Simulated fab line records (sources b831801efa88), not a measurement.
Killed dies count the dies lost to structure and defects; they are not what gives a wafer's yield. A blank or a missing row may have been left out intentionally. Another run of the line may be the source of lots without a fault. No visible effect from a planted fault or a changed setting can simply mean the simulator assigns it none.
2 desks looking at one fault + flow gf180mcu + each desk has only its own numbers; what lay behind them comes last

## METROLOGY DESK
What the gauges read for every lot (on any tool): the sampled wafers with a number, averaged. If a lot's mean is further than 4 standard deviations from the usual mean, the lot is out of limits and carries the mark OUT (the distance appears in the brackets).
Columns: A = DNWELL_TW at GF_DNWELL_TW_MEAS_09, usual 1338; B = V1_CVD_00_THK at GF_V1_THK_MEAS_01, usual 624 nm; C = V1_OVL at GF_V1_OVL_MEAS_15, usual 3 nm
| lot  | first seen here | A               | B   | C  |
|------|-----------------|-----------------|-----|----|
| L835 | day 2 20:26     | 1333            | 628 | 6  |
| L836 | day 3 03:53     | 1334            | 625 | -2 |
| L837 | day 3 09:28     | 1335            | 623 | -1 |
| L838 | day 3 14:58     | 1345            | 636 | 11 |
| L840 | day 3 23:10     | 1330            | 623 | -3 |
| L841 | day 4 06:53     | 1335            | 628 | -3 |
| L842 | day 4 11:28     | 1340            | 624 | 3  |
| L843 | day 4 16:17     | 1307 (-4.0) OUT | 618 | 4  |
| L844 | day 4 22:43     | 1347            | 617 | 14 |
| L849 | day 6 00:20     | 1338            | 628 | 1  |
| L850 | day 6 05:05     | 1344            | 626 | 5  |
| L851 | day 6 09:20     | 1312            | 616 | 2  |
| L855 | day 7 09:22     | 1334            | 634 | 6  |
| L858 | day 8 00:32     | 1344            | 617 | 6  |
Finding of this desk: L843 out of limits, first seen on L843 at day 4 16:17 (DNWELL_TW at GF_DNWELL_TW_MEAS_09). L835, L836, L837, L838, L840, L841, L842, L844, L849, L850, L851, L855, L858: within limits.

## TOOL OWNER'S DESK, implanter-04
For each lot that ran on this tool, the mean over its sampled wafers that have a number, from the tool's own readings at GF_DNWELL_IMPLANT_07. If a lot's mean is further than 4 standard deviations from the usual mean, the lot is out of limits and carries the mark OUT (the distance appears in the brackets).
Columns: A = dose-ions-cm2 at GF_DNWELL_IMPLANT_07, usual 1e+13; B = faraday-current-uA at GF_DNWELL_IMPLANT_07, usual 56.3; C = tilt-deg at GF_DNWELL_IMPLANT_07, usual 0.002 degrees
| lot  | first seen here | A               | B    | C      |
|------|-----------------|-----------------|------|--------|
| L841 | day 4 06:39     | 1e+13           | 55.8 | 0.006  |
| L842 | day 4 11:13     | 1e+13           | 55.5 | -0.016 |
| L843 | day 4 16:03     | 9e+12 (-56) OUT | 54.5 | -0.012 |
| L851 | day 6 09:07     | 9e+12 (-53) OUT | 51.7 | 0.012  |
This desk's verdict: out of limits on L843, L851, starting with L843 at day 4 16:03 (dose-ions-cm2 at GF_DNWELL_IMPLANT_07). L841, L842: within limits.

## TAKEN TOGETHER
At day 4 16:03, on L843, L851, the tool owner's desk was in a position to raise an alarm.
An alarm was possible from the metrology desk at day 4 16:17, on L843.
The metrology desk has L851 on record, within its limits.
GF_DNWELL_IMPLANT_07 was run on implanter-04 by each of the lots named.

## WHAT WAS PUT IN BY THE SIMULATOR
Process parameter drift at GF_DNWELL_IMPLANT_07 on implanter-04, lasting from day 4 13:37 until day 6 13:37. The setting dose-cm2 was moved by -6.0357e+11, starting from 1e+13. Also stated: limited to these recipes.
Lots struck among those shown: L843, L851.
Hours from the fault's start to each desk's first reading out of limits: the tool owner's desk, 2; the metrology desk, 3.
